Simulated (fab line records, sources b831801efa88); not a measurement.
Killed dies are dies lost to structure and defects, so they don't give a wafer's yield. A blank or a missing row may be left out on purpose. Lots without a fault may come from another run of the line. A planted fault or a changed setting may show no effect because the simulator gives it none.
A struck lot beside a sound one | flow gf180mcu | 30 steps out of a route of 602
Sound: wafers L397.1, L397.2, L397.6. Struck: wafers L416.3, L416.4, L416.6. The cause comes at the end.
At each step with rows: each side's tool, then ch and its chambers, then its first start. Under that, the readings that differ: sound wafers | struck wafers | difference of the means | sigmas: that difference in standard deviations of wafers without a fault.
alike: readings whose means differ by less than 2 such deviations, and words and numbers that are the same on both sides. not compared: withheld readings, readings that some wafer has no value for, bounds like >300 that may hide the same value, and numbers for which the record gives no deviation and whose values overlap.
The two part at a step that has a row with sigmas, a row that says differs or no value, or rows on one side only. Numbers that don't overlap but have no deviation are shown without sigmas and don't part them. A reading that every wafer of one side lacks parts them only if that side has two wafers or more.

GF_HV_LDD_STRIP_10: strips in O2/N2.
  sound on plasma_asher-03 ch 0,1, day 10 14:57; struck on plasma_asher-03 ch 0,1, day 16 16:19
  alike: chamber_pressure_mTorr, drypump_motor_current_A, heater_power_w, oes_product_au, strip_time_to_endpoint_s
  not compared: rf_hours_counter_h
GF_HV_LDD_TW_MEAS_11:
  sound on film_metro-03, day 10 15:03; struck on film_metro-01, day 16 16:24
  alike: HV_LDD_TW
then, 7 steps without rows for these wafers: GF_HV_LDD_DEHYDRATE_12 (time 60 s); GF_HV_LDD_HMDS_13 (prime time 60 s); GF_HV_LDD_COAT_14 (resist thk 1000 nm); GF_HV_LDD_SOFTBAKE_15 (time 60 s); GF_HV_LDD_EXPOSE_16 (exposes mask Pplus LV AREA, target cd 400 nm); GF_HV_LDD_PEB_17; GF_HV_LDD_DEVELOP_18 (develop time 60 s).
GF_HV_LDD_CD_MEAS_19: target cd 400 nm.
  sound on cd_sem-01, day 11 09:02; struck on cd_sem-02, day 17 14:44
  alike: cd_nm
GF_HV_LDD_OVL_MEAS_20:
  sound on overlay-01, day 11 09:10; struck on overlay-01, day 17 14:49
  alike: HV_LDD_01_OVL
then, 1 step without rows for these wafers: GF_HV_LDD_IMPLANT_21.
GF_HV_LDD_STRIP_22: strips in O2/N2.
  sound on plasma_asher-01 ch 0,1, day 11 09:20; struck on plasma_asher-04 ch 0,1, day 17 15:02
  no value came back on the struck wafers for any of 5 readings (chamber_pressure_mTorr (mTorr), drypump_motor_current_A (A) and others); on the sound wafers chamber_pressure_mTorr (mTorr) reads 1501.3 1498.9 1499.9
  reading                                     | sound | struck            | difference | sigmas
  model.NOVOLAK_of_HV_LDD_COAT_14.thk_nm (nm) | 0 0 0 | 998.7 996.3 998.3 | +997.8     |
  not compared: rf_hours_counter_h
GF_HV_LDD_TW_MEAS_23:
  sound on film_metro-01, day 11 09:26; struck on film_metro-03, day 17 15:07
  reading     | sound          | struck         | difference | sigmas
  HV_LDD_2_TW | 1062 1059 1058 | 1038 1034 1040 | -22        | -2
then, 7 steps without rows for these wafers: GF_HV_LDD_DEHYDRATE_24 (time 60 s); GF_HV_LDD_HMDS_25 (prime time 60 s); GF_HV_LDD_COAT_26 (resist thk 1000 nm); GF_HV_LDD_SOFTBAKE_27 (time 60 s); GF_HV_LDD_EXPOSE_28 (exposes mask Nplus HV AREA, target cd 400 nm); GF_HV_LDD_PEB_29; GF_HV_LDD_DEVELOP_30 (develop time 60 s).
GF_HV_LDD_CD_MEAS_31: target cd 400 nm.
  sound on cd_sem-02, day 12 04:58; struck on cd_sem-02, day 18 14:29
  alike: cd_nm
GF_HV_LDD_OVL_MEAS_32:
  sound on overlay-02, day 12 05:05; struck on overlay-02, day 18 14:35
  alike: HV_LDD_02_OVL
then, 4 steps without rows for these wafers: GF_HV_LDD_IMPLANT_33; GF_HV_LDD_IMPLANT_34; GF_HV_LDD_IMPLANT_35; GF_HV_LDD_IMPLANT_36.
GF_HV_LDD_STRIP_37: strips in O2/N2.
  sound on plasma_asher-01 ch 0,1, day 12 05:44; struck on plasma_asher-03 ch 0,1, day 18 15:16
  reading                      | sound                | struck               | difference | sigmas
  strip_time_to_endpoint_s (s) | 12.662 12.612 12.629 | 27.508 27.499 27.546 | +14.883    | +99 or more
  alike: chamber_pressure_mTorr, drypump_motor_current_A, heater_power_w, oes_product_au
  not compared: rf_hours_counter_h
GF_HV_LDD_TW_MEAS_38:
  sound on film_metro-01, day 12 05:50; struck on film_metro-01, day 18 15:35
  reading     | sound          | struck   | difference | sigmas
  HV_LDD_3_TW | 1443 1437 1440 | 30 30 30 | -1410      | -99 or more
  not compared: hold
GF_PASSIVATION_PROBE_99:
  the record has rows for the sound wafers here (prober-01, day 29 14:10) and none for the struck ones

WHERE THEY PART
First at GF_HV_LDD_STRIP_22; last, within this record, at GF_PASSIVATION_PROBE_99.

WHY: what the simulator had put in
Skipped step whole: plasma_asher-04, from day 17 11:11 on, at GF_HV_LDD_STRIP_22. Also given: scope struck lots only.
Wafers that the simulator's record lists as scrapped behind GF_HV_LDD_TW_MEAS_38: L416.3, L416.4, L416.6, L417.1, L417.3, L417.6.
